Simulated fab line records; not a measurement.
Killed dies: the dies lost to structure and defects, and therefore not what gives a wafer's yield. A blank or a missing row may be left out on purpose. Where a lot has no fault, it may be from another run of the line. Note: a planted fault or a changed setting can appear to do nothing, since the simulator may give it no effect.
Code-filled problem report in 8D (eight disciplines) form	flow gf180mcu	the parts of the form that need people (team, actions taken, sign-off) are left out

== 1. PROBLEM STATEMENT ==
Wafers without a fault read 56.59 W, standard deviation 0.046; heater power total W at GF_VT_IMPLANT_SOFTBAKE_36 reads a mean of 58.38 W on 6 wafers belonging to 2 lots. Relative to the usual mean, that is a shift of +39 standard deviations.
The step: time 60 s.
First observed at day 9 11:13: wafer L343.3, on litho track-01. The record holds 42 wafers of 14 lots with a number at this step. Rule for "out" (also "out of limits"): further than 4 standard deviations from the usual mean. Any other wafer with a number is counted as sound.

== 2. WHAT THIS IS AND IS NOT ==
question	is	is not
which readings at this step	heater power total W, run length s	-
which lots	L343, L345	L335, L336, L337, L338, L340, L341, L346, L350, L354, L356, L357, L358
which wafers of those lots	all that have a number	-
read on which tools	litho track-01	litho track-03, litho track-04
when	from day 9 11:13	up to then (18 sound wafers); but 18 sound wafers of L346, L350, L354, L356, L357, L358 came after

== 3. WHAT RULES OUT EACH SUSPECT ==
Counting: a tool at a process step up to the reading stays a suspect if it ran every lot that is out and no sound lot after the first of them.
- litho track-01 at GF_VT_IMPLANT_SOFTBAKE_36 (time 60 s): ruled out as a lasting fault. Following L343 (day 9 11:13), the first lot on it that is out, the sound lots L354, L357 were run on it.
Left after counting: nothing in the record.

== 4. THE CAUSE (what the simulator had put in) ==
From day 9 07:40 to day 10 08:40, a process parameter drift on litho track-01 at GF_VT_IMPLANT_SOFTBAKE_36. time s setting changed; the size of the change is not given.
Counting ruled it out, wrongly.

== 5. THE EFFECT CHAIN, in route order ==
Each row: a reading whose mean over the struck wafers that have a number lies more than 3 standard deviations from the usual. Scope: only readings with a usual standard deviation given in the record; hours: median across lots of the time from each lot's start at the first step in this table that gives one to its start at this step; sigmas: change in usual standard deviations.
hours	step	reading	usual	on struck wafers	change	sigmas
0	GF_VT_IMPLANT_SOFTBAKE_36	heater power total W	56.59 W	58.38	+1.78	+39
0	GF_VT_IMPLANT_SOFTBAKE_36	run length s	89.15 s	83.62	-5.53	-29
The process steps in it:
- GF_VT_IMPLANT_SOFTBAKE_36: time 60 s.
Later steps that measure or inspect, where all struck wafers having a row at the step show a number for every such reading and not one has moved that far: GF_SAB_OVL_MEAS_10.

== 6. WHAT WOULD HAVE CAUGHT IT SOONER ==
In this record the first reading out of limits was taken at day 9 11:13, 4 hours after the fault began at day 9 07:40.
